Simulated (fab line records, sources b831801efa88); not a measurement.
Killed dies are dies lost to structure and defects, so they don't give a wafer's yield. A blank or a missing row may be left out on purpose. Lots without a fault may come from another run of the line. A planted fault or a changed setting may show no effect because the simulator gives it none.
Tool commonality check | flow sky130 | 13 lots, 39 wafers sampled

WHY IT WAS OPENED
At SKY_FIELD_ISO_CD_MEAS_13 the reading cd_nm is flagged on 1 of 13 lots. Wafers without a fault read 149.8 nm, standard deviation 1.5.
Rule: a lot is flagged when every wafer of it that has a number lies more than 4 standard deviations from that mean, or none has a number. The other lots count as sound.

lot  | measured    | on        | cd_nm (nm), wafer by wafer | flag
L208 | day 2 03:26 | cd_sem-01 | 151.4 150.4 152.2          |
L209 | day 2 13:26 | cd_sem-02 | 149.9 150.7 149.5          |
L211 | day 2 22:08 | cd_sem-02 | 148.6 150.9 147.9          |
L213 | day 3 06:44 | cd_sem-02 | 151.6 150.9 149.9          |
L214 | day 3 10:53 | cd_sem-02 | 150.0 151.8 151.6          |
L215 | day 3 16:50 | cd_sem-01 | 131.3 132.0 131.4          | FLAGGED
L220 | day 4 20:47 | cd_sem-02 | 149.4 149.4 148.0          |
L224 | day 5 15:54 | cd_sem-02 | 152.0 150.3 150.9          |
L225 | day 5 21:20 | cd_sem-01 | 152.0 152.4 151.3          |
L228 | day 6 12:44 | cd_sem-01 | 148.9 150.2 149.3          |
L229 | day 6 18:41 | cd_sem-01 | 152.3 150.7 152.7          |
L230 | day 7 00:34 | cd_sem-02 | 152.4 151.2 152.7          |
L231 | day 7 03:43 | cd_sem-01 | 146.7 146.0 147.2          |
The numbers of the flagged lots are 131.6 nm on average: -18.2 nm against the usual, or -12 standard deviations.

WHICH TOOL RAN EACH LOT
The record holds 1 process step before the reading, out of a route of 708 steps. In each cell: the tool, then ch and the chambers that the sampled wafers went through, then the start.
lot  | flag    | SKY_FIELD_ISO_EXPOSE_10
L208 |         | krf_scanner-02 ch 0, day 1 21:14
L209 |         | krf_scanner-02 ch 0, day 2 05:46
L211 |         | krf_scanner-01 ch 0, day 2 14:56
L213 |         | krf_scanner-01 ch 0, day 2 22:38
L214 |         | krf_scanner-01 ch 0, day 3 03:40
L215 | FLAGGED | krf_scanner-02 ch 0, day 3 09:44
L220 |         | krf_scanner-02 ch 0, day 4 12:59
L224 |         | krf_scanner-02 ch 0, day 5 07:35
L225 |         | krf_scanner-01 ch 0, day 5 12:34
L228 |         | krf_scanner-02 ch 0, day 6 04:07
L229 |         | krf_scanner-01 ch 0, day 6 09:31
L230 |         | krf_scanner-01 ch 0, day 6 14:47
L231 |         | krf_scanner-01 ch 0, day 6 18:04
What these steps do:
- SKY_FIELD_ISO_EXPOSE_10: exposes mask FOM, target cd 150 nm.
- SKY_FIELD_ISO_CD_MEAS_13: target cd 150 nm.

FLAGGED OVER TOTAL, TOOL BY TOOL (the gauges that took the reading come last)
step                     | tool           | lots run | flagged | share of the flagged lots | sound lots run after its first flagged lot
SKY_FIELD_ISO_EXPOSE_10  | krf_scanner-01 | 7        | 0       | none                      | -
SKY_FIELD_ISO_EXPOSE_10  | krf_scanner-02 | 6        | 1       | all                       | 3 (L220,L224,L228)
SKY_FIELD_ISO_CD_MEAS_13 | cd_sem-01      | 6        | 1       | all                       | 4 (L225,L228,L229,L231)
SKY_FIELD_ISO_CD_MEAS_13 | cd_sem-02      | 7        | 0       | none                      | -

WHAT THE TABLE ALLOWS
2 rows of the table ran every flagged lot: krf_scanner-02 at SKY_FIELD_ISO_EXPOSE_10, cd_sem-01 at SKY_FIELD_ISO_CD_MEAS_13.
- krf_scanner-02 at SKY_FIELD_ISO_EXPOSE_10: 1 of its 6 lots flagged. Sound lots ran on it after the first flagged one (L220, L224, L228), which a lasting fault on the whole tool wouldn't allow.
- cd_sem-01 at SKY_FIELD_ISO_CD_MEAS_13: 1 of its 6 lots flagged. Sound lots ran on it after the first flagged one (L225, L228, L229, L231), which a lasting fault on the whole tool wouldn't allow.
No row of the table ran every flagged lot and no sound lot after the first.

WHAT THE SIMULATOR HAD PUT IN
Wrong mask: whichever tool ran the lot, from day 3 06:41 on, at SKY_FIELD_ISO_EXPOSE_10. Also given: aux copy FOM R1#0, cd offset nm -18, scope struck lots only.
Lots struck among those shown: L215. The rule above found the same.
